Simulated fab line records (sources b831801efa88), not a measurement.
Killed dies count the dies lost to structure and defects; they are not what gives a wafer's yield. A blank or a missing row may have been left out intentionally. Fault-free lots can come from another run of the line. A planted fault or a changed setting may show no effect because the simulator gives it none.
Problem report in the 8D (eight disciplines) form, filled by code    flow sfq line    the parts of the form that need people (team, actions taken, sign-off) are left out

1. THE ISSUE
oes product au at SFQ_TRILAYER_I2_VIA_BARC_OPEN_VIA_ETCH_096 reads a mean of 0.732 a.u. on 4 wafers of 2 lots; wafers without a fault read 0.685 a.u. with a standard deviation of 0.0045. That puts it +10 standard deviations away from the usual mean.
The step: etches BARC in O2, target depth 125 nm, time 41.7 s.
First observed at day 42 04:33: wafer L453.1, on rie diel-04. The record holds 18 wafers of 6 lots with a number at this step. The rule behind "out" and "out of limits": a value lying over 4 standard deviations away from the usual mean. The rest of the wafers with a number are treated as sound.

2. WHAT IT IS, AND WHAT IT ISN'T
question                     is                              is not
which readings at this step  oes product au, run length s    drypump motor current A
which lots                   L453, L454                      L441, L444, L460, L462
which wafers of those lots   L453.1, L453.2, L453.5, L454.5  L454.4, L454.6
read on which tools          rie diel-04                     rie diel-02
when                         from day 42 04:33               up to then (6 sound wafers); but 8 sound wafers of L454, L460, L462 came after

3. THE SUSPECTS, EACH WITH WHAT RULES IT OUT
Counting: a tool at a process step up to the reading stays a suspect if it ran every lot that is out. Sound lots after the first of them don't rule it out here, since some wafers of a struck lot are sound.
- pecvd-02 at SFQ_TRILAYER_I2_DEP_PECVD_063 (deposits SiO2 from SiH4/N2O, time 111.11 s, target thk 500 nm): kept. Ran every lot that is out, first one L453 (day 36 02:23); last sound lot up to then L444 (day 27 13:06).
- rie diel-04 at SFQ_TRILAYER_I2_VIA_BARC_OPEN_VIA_ETCH_096 (etches BARC in O2, target depth 125 nm, time 41.7 s): kept. Ran every lot that is out, first one L453 (day 42 04:33); last sound lot up to then L444 (day 33 19:49). On those wafers its own readings are out: oes product au, run length s.
After counting, pecvd-02 at SFQ_TRILAYER_I2_DEP_PECVD_063 and rie diel-04 at SFQ_TRILAYER_I2_VIA_BARC_OPEN_VIA_ETCH_096 remain.

4. THE CAUSE (what the simulator had put in)
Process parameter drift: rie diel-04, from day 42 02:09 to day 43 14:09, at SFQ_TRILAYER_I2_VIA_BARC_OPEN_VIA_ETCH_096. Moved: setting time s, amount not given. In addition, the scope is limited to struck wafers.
2 suspects survive the count, and this tool is in that group.

5. THE EFFECT CHAIN, in route order
Rows list readings where the struck wafers' mean (over those with a number) sits beyond 3 standard deviations from the usual. Readings are gone through only where the record gives a usual standard deviation; hours: the median, over the lots, of the time from a lot's start at the first step in this table giving one to that lot's start at this step; sigmas: the change measured in usual standard deviations.
hours  step                                        reading         usual       on struck wafers  change  sigmas
0      SFQ_TRILAYER_I2_VIA_BARC_OPEN_VIA_ETCH_096  oes product au  0.685 a.u.  0.732             +0.046  +10
0      SFQ_TRILAYER_I2_VIA_BARC_OPEN_VIA_ETCH_096  run length s    70.0 s      66.7              -3.3    -6.8
Its process steps:
- SFQ_TRILAYER_I2_VIA_BARC_OPEN_VIA_ETCH_096: etches BARC in O2, target depth 125 nm, time 41.7 s.

6. WHAT WOULD HAVE CAUGHT IT SOONER
In this record no reading fell out of limits until day 42 04:33, 2 hours after the fault had begun at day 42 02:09.
